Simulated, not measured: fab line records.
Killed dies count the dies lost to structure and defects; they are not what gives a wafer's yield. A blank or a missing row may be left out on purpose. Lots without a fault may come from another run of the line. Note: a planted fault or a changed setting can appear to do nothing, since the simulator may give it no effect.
Which tool was responsible? | flow gf180mcu | 42 wafers from 14 lots sampled at 5 of the route's 602 steps

WHAT EACH GAUGE READ, for each wafer
GF_V1_OVL_MEAS_15.
lot  | measured     | on         | V1_OVL (nm)
L260 | day 18 12:35 | overlay-01 | 4 -6 1
L259 | day 18 16:30 | overlay-02 | 16 10 5
L262 | day 19 08:48 | overlay-02 | 6 5 6
L264 | day 19 23:25 | overlay-01 | 0 -4 2
L266 | day 20 16:21 | overlay-02 | 10 3 0
L267 | day 21 00:58 | overlay-01 | 8 1 -1
L269 | day 21 16:53 | overlay-02 | 8 0 0
L271 | day 22 03:23 | overlay-01 | -4 -1 -9
L273 | day 23 09:33 | overlay-02 | 4 -1 10
L278 | day 25 09:31 | overlay-01 | 8 1 -2
L280 | day 25 20:35 | overlay-02 | 3 -5 0
L279 | day 26 04:11 | overlay-01 | 4 0 4
L281 | day 26 09:06 | overlay-01 | 1 4 2
L282 | day 26 15:58 | overlay-01 | 5 2 -1

GF_V2_CD_MEAS_14 targets a cd of 260 nm.
lot  | measured     | on        | cd-nm (nm)
L260 | day 20 14:14 | cd-sem-01 | 258.4 258.8 259.5
L259 | day 20 17:57 | cd-sem-01 | 261.3 262.0 262.1
L262 | day 21 12:00 | cd-sem-02 | 259.1 259.4 257.8
L264 | day 22 01:16 | cd-sem-01 | 259.3 259.5 258.1
L266 | day 22 18:30 | cd-sem-01 | 259.4 260.1 259.6
L267 | day 23 03:08 | cd-sem-01 | 258.8 258.9 259.9
L269 | day 23 17:55 | cd-sem-02 | 258.4 259.7 260.1
L271 | day 24 04:18 | cd-sem-01 | 294.4 295.3 294.6
L273 | day 25 08:41 | cd-sem-01 | 286.5 286.7 284.7
L278 | day 27 06:59 | cd-sem-02 | 261.6 260.9 260.5
L280 | day 27 16:28 | cd-sem-01 | 258.7 259.6 259.8
L279 | day 28 01:13 | cd-sem-02 | 259.9 259.7 260.1
L281 | day 28 05:23 | cd-sem-01 | 260.3 261.1 260.4
L282 | day 28 10:35 | cd-sem-02 | 258.1 259.8 260.0

WHICH TOOL RAN EACH LOT (tool, then ch and the chambers of the sampled wafers, then the start)
lot  | GF_V1_ETCH_16                      | GF_V1_SPUTTER_22             | GF_V2_SOFTBAKE_10
L260 | rie-diel-02 ch 2,3, day 18 12:37   | pvd-sputter-02, day 18 13:22 | litho-track-04 ch 0, day 20 02:00
L259 | rie-diel-03 ch 0,3, day 18 16:32   | pvd-sputter-04, day 18 17:16 | litho-track-01 ch 0, day 20 05:00
L262 | rie-diel-01 ch 0,1, day 19 08:50   | pvd-sputter-03, day 19 09:34 | litho-track-01 ch 0, day 21 00:00
L264 | rie-diel-02 ch 0,1,3, day 19 23:26 | pvd-sputter-02, day 20 00:10 | litho-track-01 ch 0, day 21 13:00
L266 | rie-diel-01 ch 2,3, day 20 16:23   | pvd-sputter-04, day 20 17:10 | litho-track-04 ch 0, day 22 06:00
L267 | rie-diel-02 ch 2,3, day 21 00:59   | pvd-sputter-04, day 21 01:44 | litho-track-02 ch 0, day 22 15:00
L269 | rie-diel-01 ch 2,3, day 21 16:55   | pvd-sputter-04, day 21 17:38 | litho-track-02 ch 0, day 23 06:00
L271 | rie-diel-03 ch 0,1,2, day 22 03:25 | pvd-sputter-02, day 22 04:08 | litho-track-02 ch 0, day 23 17:00
L273 | rie-diel-01 ch 0,1,2, day 23 09:35 | pvd-sputter-03, day 23 10:20 | litho-track-02 ch 0, day 24 21:00
L278 | rie-diel-02 ch 0,1,2, day 25 09:34 | pvd-sputter-04, day 25 10:17 | litho-track-04 ch 0, day 26 20:00
L280 | rie-diel-01 ch 2,3, day 25 20:37   | pvd-sputter-03, day 25 21:20 | litho-track-01 ch 0, day 27 06:00
L279 | rie-diel-01 ch 0,2,3, day 26 04:13 | pvd-sputter-02, day 26 04:56 | litho-track-02 ch 0, day 27 14:00
L281 | rie-diel-03 ch 0,2, day 26 09:08   | pvd-sputter-03, day 26 09:52 | litho-track-02 ch 0, day 27 19:00
L282 | rie-diel-03 ch 0,1,2, day 26 16:01 | pvd-sputter-03, day 26 16:44 | litho-track-01 ch 0, day 28 01:00
- GF_V1_ETCH_16: etches BARC in N2/H2.
- GF_V1_SPUTTER_22: material TiN, target thk 10 nm, time 40 s.
- GF_V2_SOFTBAKE_10: time 60 s.

WHAT THE TOOLS THEMSELVES READ (means of the sampled wafers that have a number; where no wafer has one, the mark that the record gives instead)
GF_V1_ETCH_16.
lot  | tool        | drypump-motor-current-A (A) | n2-flow-sccm (sccm) | oes-product-au (a.u.) | throttle-valve-pct (%)
L260 | rie-diel-02 | 5.5                         | 100.22              | 0.857                 | 13.225
L259 | rie-diel-03 | 4.9                         | 100.19              | 0.857                 | 13.230
L262 | rie-diel-01 | 5.9                         | 100.04              | 0.857                 | 13.222
L264 | rie-diel-02 | 5.4                         | 99.87               | 0.855                 | 13.218
L266 | rie-diel-01 | 5.1                         | 100.03              | 0.856                 | 13.219
L267 | rie-diel-02 | 5.6                         | 100.08              | 0.860                 | 13.222
L269 | rie-diel-01 | 5.2                         | 100.15              | 0.850                 | 13.229
L271 | rie-diel-03 | 5.6                         | 100.01              | 0.856                 | 13.224
L273 | rie-diel-01 | 5.9                         | 100.06              | 0.855                 | 13.237
L278 | rie-diel-02 | 5.5                         | 99.95               | 0.852                 | 13.226
L280 | rie-diel-01 | 5.1                         | 100.06              | 0.853                 | 13.225
L279 | rie-diel-01 | 5.4                         | 99.98               | 0.855                 | 13.226
L281 | rie-diel-03 | 5.2                         | 99.83               | 0.852                 | 13.221
L282 | rie-diel-03 | 5.6                         | 100.11              | 0.854                 | 13.221

GF_V1_SPUTTER_22.
lot  | tool           | throttle-valve-pct (%)
L260 | pvd-sputter-02 | 29.6
L259 | pvd-sputter-04 | 29.8
L262 | pvd-sputter-03 | 28.4
L264 | pvd-sputter-02 | 29.5
L266 | pvd-sputter-04 | 29.3
L267 | pvd-sputter-04 | 29.4
L269 | pvd-sputter-04 | 30.1
L271 | pvd-sputter-02 | 29.7
L273 | pvd-sputter-03 | 28.7
L278 | pvd-sputter-04 | 29.0
L280 | pvd-sputter-03 | 29.5
L279 | pvd-sputter-02 | 29.8
L281 | pvd-sputter-03 | 30.2
L282 | pvd-sputter-03 | 30.2

GF_V2_SOFTBAKE_10.
lot  | tool           | heater-power-total-W (W) | plate-temp-C (C) | resist-line-temp-C (C)
L260 | litho-track-04 | 93.13                    | 129.98           | 23.13
L259 | litho-track-01 | 93.07                    | 129.93           | 23.11
L262 | litho-track-01 | 92.99                    | 129.85           | 23.01
L264 | litho-track-01 | 93.04                    | 129.91           | 23.06
L266 | litho-track-04 | 93.00                    | 129.94           | 22.74
L267 | litho-track-02 | 93.04                    | 130.11           | 22.93
L269 | litho-track-02 | 93.06                    | 130.10           | 23.00
L271 | litho-track-02 | 102.63                   | 140.12           | 22.88
L273 | litho-track-02 | 102.60                   | 140.07           | 23.03
L278 | litho-track-04 | 93.01                    | 130.03           | 22.90
L280 | litho-track-01 | 93.05                    | 130.05           | 23.04
L279 | litho-track-02 | 93.05                    | 129.92           | 23.11
L281 | litho-track-02 | 92.97                    | 129.92           | 23.06
L282 | litho-track-01 | 93.02                    | 130.21           | 22.99

THE ANSWER, worked out from the rows above alone
Rule: the usual values come from the lots themselves. The widest of any qualifying gaps counts: lots, ordered by their means at a reading, are off when they make up no more than a third of the lots, leave a main group of 4 or more, and stand apart from it by 3 or more times the standard deviation of that group's means. Not used: any main group whose means are identical at the precision the tables above print for the reading. Also off: a lot with no number at a reading for which 4 or more lots have one. Where the step has rows for the other lots, those lots are counted as sound. After the gauges, taken in route order, come the tools' own readings; for these a lot's mean is taken, as printed above. At the first step where some lot is off, the reading lying furthest off is the one used; lots without a number count as furthest.
Off, at GF_V2_CD_MEAS_14 on cd-nm: L271, L273. The main group has a mean of 259.7 nm with a standard deviation of 0.89.
If a tool, at a process step before that reading, ran all the lots that are off and no sound lot after the first of them, it fits. The gauges at GF_V2_CD_MEAS_14 aren't tried: what is off there is off at GF_V2_SOFTBAKE_10 too, on other tools, and a gauge's error can't cause that. None of those tried fits.

WHAT THE SIMULATOR PUT IN
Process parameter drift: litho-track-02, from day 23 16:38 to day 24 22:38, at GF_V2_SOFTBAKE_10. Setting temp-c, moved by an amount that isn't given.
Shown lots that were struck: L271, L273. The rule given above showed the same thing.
